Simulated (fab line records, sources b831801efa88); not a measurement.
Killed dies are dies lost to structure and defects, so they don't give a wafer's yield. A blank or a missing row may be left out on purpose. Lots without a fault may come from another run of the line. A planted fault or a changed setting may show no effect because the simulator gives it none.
One fault seen from 2 desks | flow gf180mcu | each desk has only its own numbers; what lay behind them comes last

THE TOOL OWNER'S DESK: rie_metal-03
The tool's own readings at GF_MIM_METAL_ETCH_19 (etches the open film in Cl2/BCl3, stops on Si3N4, target depth 324.5 nm, time 54.1 s): means of the sampled wafers that have a number, for each lot that ran on this tool. A lot is out of limits, marked OUT, if its mean lies more than 4 standard deviations from the usual mean; the brackets give that distance.
Columns: A = bcl3_flow_sccm at GF_MIM_METAL_ETCH_19, usual 40.00 sccm; B = drypump_motor_current_A at GF_MIM_METAL_ETCH_19, usual 5.9 A; C = oes_product_au at GF_MIM_METAL_ETCH_19, usual 0.943 a.u.; D = throttle_valve_pct at GF_MIM_METAL_ETCH_19, usual 28.282 %
lot  | first seen here | A     | B   | C     | D
L664 | day 27 11:50    | 39.95 | 5.7 | 0.943 | 28.283
L665 | day 27 17:56    | 40.06 | 5.7 | 0.950 | 28.269
L666 | day 28 06:11    | 39.85 | 5.7 | 0.945 | 28.278
L669 | day 29 02:56    | 40.10 | 5.7 | 0.956 | 28.278
L681 | day 32 04:18    | 39.93 | 5.8 | 0.946 | 28.288
This desk's finding: nothing out of limits on any of the 5 lots.

THE METROLOGY DESK
What the gauges read, lot by lot, whatever tool the lot ran on: means of the sampled wafers that have a number. A lot is out of limits, marked OUT, if its mean lies more than 4 standard deviations from the usual mean; the brackets give that distance.
Columns: A = cd_nm at GF_M4_CD_MEAS_14, usual 279.8 nm
lot  | first seen here | A
L658 | day 23 15:20    | 280.0
L661 | day 24 11:01    | 277.3
L662 | day 24 20:34    | 277.3
L664 | day 25 15:26    | 280.3
L665 | day 25 21:44    | 279.0
L666 | day 26 08:02    | 280.3
L668 | day 27 03:50    | 279.1
L669 | day 27 08:24    | 279.8
L675 | day 29 00:14    | 279.6
L677 | day 29 12:28    | 280.2
L680 | day 30 06:25    | 279.6
L681 | day 30 14:59    | 280.9
This desk's finding: nothing out of limits on any of the 12 lots.

PUT TOGETHER
The tool owner's desk saw nothing out of limits.
The metrology desk saw nothing out of limits.

WHAT THE SIMULATOR HAD PUT IN
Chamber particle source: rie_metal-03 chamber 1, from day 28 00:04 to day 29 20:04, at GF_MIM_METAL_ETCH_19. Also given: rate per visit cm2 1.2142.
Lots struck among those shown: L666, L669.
